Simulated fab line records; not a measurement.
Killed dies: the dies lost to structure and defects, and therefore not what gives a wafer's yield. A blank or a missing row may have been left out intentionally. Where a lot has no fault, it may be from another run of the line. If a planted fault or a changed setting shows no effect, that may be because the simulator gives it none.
2 desks, one fault || flow gf180mcu || what lay behind the numbers comes last; until then each desk has only its own

## DESK OF THE TOOL OWNER: wet_bench-02
The tool's own readings at GF_CONTACT_CLEAN_21 (cleans in dHF, time 20 s): means of the sampled wafers that have a number, for each lot that ran on this tool. Any lot whose mean is over 4 standard deviations away from the usual mean is out of limits and marked OUT; that distance is given in the brackets.
Columns: A = run_length_s at GF_CONTACT_CLEAN_21, usual 47.3 s
{"lot": "L238", "first seen here": "day 17 19:28", "A": 47.3}
{"lot": "L248", "first seen here": "day 21 07:40", "A": "36.2 (-7.4) OUT"}
{"lot": "L249", "first seen here": "day 21 14:07", "A": "35.3 (-8.0) OUT"}
This desk finds L248, L249 out of limits, L248 being first, at day 21 07:40 (run_length_s at GF_CONTACT_CLEAN_21). In limits: L238.

## METROLOGY DESK
What the gauges read, lot by lot, whatever tool the lot ran on: means of the sampled wafers that have a number. Any lot whose mean is over 4 standard deviations away from the usual mean is out of limits and marked OUT; that distance is given in the brackets.
Columns: A = cd_nm at GF_CONTACT_CD_MEAS_14, usual 220.1 nm; B = CONTACT_OVL at GF_CONTACT_OVL_MEAS_15, usual -2 nm
{"lot": "L234", "first seen here": "day 15 23:46", "A": 216.6, "B": -9}
{"lot": "L238", "first seen here": "day 17 18:54", "A": 220.7, "B": -8}
{"lot": "L248", "first seen here": "day 21 07:05", "A": 218.9, "B": -4}
{"lot": "L249", "first seen here": "day 21 13:33", "A": 218.8, "B": 2}
{"lot": "L255", "first seen here": "day 23 15:16", "A": 220.9, "B": -6}
{"lot": "L257", "first seen here": "day 24 13:00", "A": 223.8, "B": -1}
Result from this desk: across the 6 lots, nothing is out of limits.

## PUT TOGETHER
At day 21 07:40, on L248, L249, the tool owner's desk was in a position to raise an alarm.
From the metrology desk's view, nothing was out of limits.
The metrology desk holds a record of L248, L249, inside its limits.
GF_CONTACT_CLEAN_21 was run on wet_bench-02 by each of the lots named.

## WHAT HAD BEEN PUT IN BY THE SIMULATOR
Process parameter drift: wet_bench-02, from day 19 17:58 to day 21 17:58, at GF_CONTACT_CLEAN_21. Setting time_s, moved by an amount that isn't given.
Struck lots among those shown: L248, L249.
Delay in hours, fault start to first out-of-limits reading, by desk: the tool owner's desk at 38.
